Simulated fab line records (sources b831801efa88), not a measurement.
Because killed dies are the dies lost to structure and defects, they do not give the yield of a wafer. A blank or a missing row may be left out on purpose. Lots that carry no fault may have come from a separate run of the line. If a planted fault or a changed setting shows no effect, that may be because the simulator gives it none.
Which of the tools did it?    flow gf180mcu    13 lots with 39 wafers sampled at 4 steps, on a route of 602 steps

## WHAT EACH GAUGE READ, for each wafer
GF_STI_CD_MEAS_12: target cd 220 nm.
lot   measured     on         cd-nm (nm)
L420  day 2 00:20  cd-sem-02  218.9 219.9 218.8
L421  day 2 07:01  cd-sem-01  220.5 220.4 219.8
L423  day 2 17:32  cd-sem-01  219.6 220.8 219.3
L424  day 2 21:46  cd-sem-01  220.0 218.8 217.7
L425  day 3 02:24  cd-sem-02  222.1 219.9 220.6
L426  day 3 07:46  cd-sem-02  173.1 173.5 172.9
L429  day 3 23:44  cd-sem-02  220.0 221.0 221.0
L438  day 5 22:47  cd-sem-02  218.9 218.5 219.1
L439  day 6 04:58  cd-sem-01  220.7 220.0 219.5
L440  day 6 08:49  cd-sem-01  219.9 220.8 221.0
L441  day 6 14:13  cd-sem-01  222.0 222.4 222.3
L442  day 6 18:44  cd-sem-02  222.1 221.8 222.8
L443  day 7 01:11  cd-sem-01  219.4 220.4 219.8

GF_VT_IMPLANT_OVL_MEAS_40.
lot   measured      on          VT_IMPLANT_03_OVL (nm)
L420  day 7 11:13   overlay-01  -0.7 -2.0 -0.3
L421  day 7 19:55   overlay-02  -2.0 -1.9 -2.0
L423  day 8 11:34   overlay-01  -0.9 -0.1 1.6
L424  day 8 15:41   overlay-02  -0.5 2.1 -0.6
L425  day 8 21:52   overlay-02  -0.1 -1.7 0.1
L429  day 10 01:22  overlay-01  2.2 2.1 1.7
L438  day 12 17:06  overlay-01  1.5 0.3 1.8
L439  day 13 05:01  overlay-02  -0.8 -0.2 -0.6
L440  day 13 05:07  overlay-02  0.3 1.7 0.1
L441  day 13 13:16  overlay-02  -1.1 -0.4 -1.1
L442  day 13 18:13  overlay-01  1.7 3.3 1.3
L443  day 14 04:33  overlay-01  2.8 2.2 1.8

## EACH LOT AND THE TOOL THAT RAN IT (in order: tool; ch and the chambers of the sampled wafers; start)
lot   GF_STI_EXPOSE_09                  GF_NWELL_STRIP_10
L420  krf-scanner-01 ch 0, day 1 19:04  plasma-asher-01 ch 0,1, day 3 06:11
L421  krf-scanner-01 ch 0, day 2 00:54  plasma-asher-01 ch 0,1, day 3 12:38
L423  krf-scanner-02 ch 0, day 2 11:46  plasma-asher-01 ch 0,1, day 4 00:07
L424  krf-scanner-01 ch 0, day 2 15:41  plasma-asher-03 ch 0,1, day 4 05:17
L425  krf-scanner-01 ch 0, day 2 21:00  plasma-asher-03 ch 0,1, day 4 10:01
L426  krf-scanner-01 ch 0, day 3 01:29  -
L429  krf-scanner-01 ch 0, day 3 16:52  plasma-asher-01 ch 0,1, day 5 08:59
L438  krf-scanner-02 ch 0, day 5 15:19  plasma-asher-03 ch 0,1, day 7 10:48
L439  krf-scanner-01 ch 0, day 5 21:35  plasma-asher-01 ch 0,1, day 7 19:52
L440  krf-scanner-02 ch 0, day 6 01:26  plasma-asher-03 ch 0,1, day 7 20:49
L441  krf-scanner-01 ch 0, day 6 06:40  plasma-asher-04 ch 1, day 8 03:00
L442  krf-scanner-02 ch 0, day 6 11:28  plasma-asher-04 ch 0,1, day 8 06:53
L443  krf-scanner-01 ch 0, day 6 17:56  plasma-asher-04 ch 0,1, day 8 14:11
- GF_STI_EXPOSE_09: exposes mask COMP, target cd 220 nm.
- GF_NWELL_STRIP_10: strips in O2/N2.

## AS READ BY THE TOOLS THEMSELVES (means over the sampled wafers that have a number; for cases with no such wafer, the mark the record gives instead)
GF_NWELL_STRIP_10.
lot   tool             drypump-motor-current-A (A)  heater-power-w (W)  oes-product-au (a.u.)  strip-time-to-endpoint-s (s)
L420  plasma-asher-01  6.0                          377                 0.724                  36.81
L421  plasma-asher-01  6.0                          372                 0.724                  36.96
L423  plasma-asher-01  5.7                          362                 0.719                  36.81
L424  plasma-asher-03  5.7                          386                 0.721                  36.96
L425  plasma-asher-03  5.6                          386                 0.722                  36.96
L429  plasma-asher-01  6.0                          380                 0.720                  37.20
L438  plasma-asher-03  5.7                          389                 0.724                  36.89
L439  plasma-asher-01  5.7                          358                 0.725                  37.05
L440  plasma-asher-03  5.6                          388                 0.723                  36.95
L441  plasma-asher-04  6.4                          337                 0.722                  36.84
L442  plasma-asher-04  6.2                          305                 0.725                  36.99
L443  plasma-asher-04  6.2                          310                 0.722                  36.93

## THE ANSWER, worked out from the rows above alone
Rule: what is usual is taken from the lots themselves. The widest of any qualifying gaps counts: lots, ordered by their means at a reading, are off when they make up no more than a third of the lots, leave a main group of 4 or more, and stand apart from it by 3 or more times the standard deviation of that group's means. The tables above print the reading to a certain number of digits; a main group whose means all agree to those digits is not used. Also off: a lot with no number at a reading for which 4 or more lots have one. Any other lot the step has rows for is counted as sound. Order of review: gauges by route order, followed by the tools' own readings, for which a lot's mean as printed above is used. At the first step where some lot is off, the reading lying furthest off is the one used; lots without a number count as furthest.
Off at GF_STI_CD_MEAS_12 (cd-nm): L426. The main group: mean 220.3 nm, standard deviation 1.1.
If a tool, at a process step before that reading, ran all the lots that are off and no sound lot after the first of them, it fits. Gauges at GF_STI_CD_MEAS_12: tried the same way as those tools. Not one of the candidates tried fits.

## WHAT THE SIMULATOR HAD PUT IN
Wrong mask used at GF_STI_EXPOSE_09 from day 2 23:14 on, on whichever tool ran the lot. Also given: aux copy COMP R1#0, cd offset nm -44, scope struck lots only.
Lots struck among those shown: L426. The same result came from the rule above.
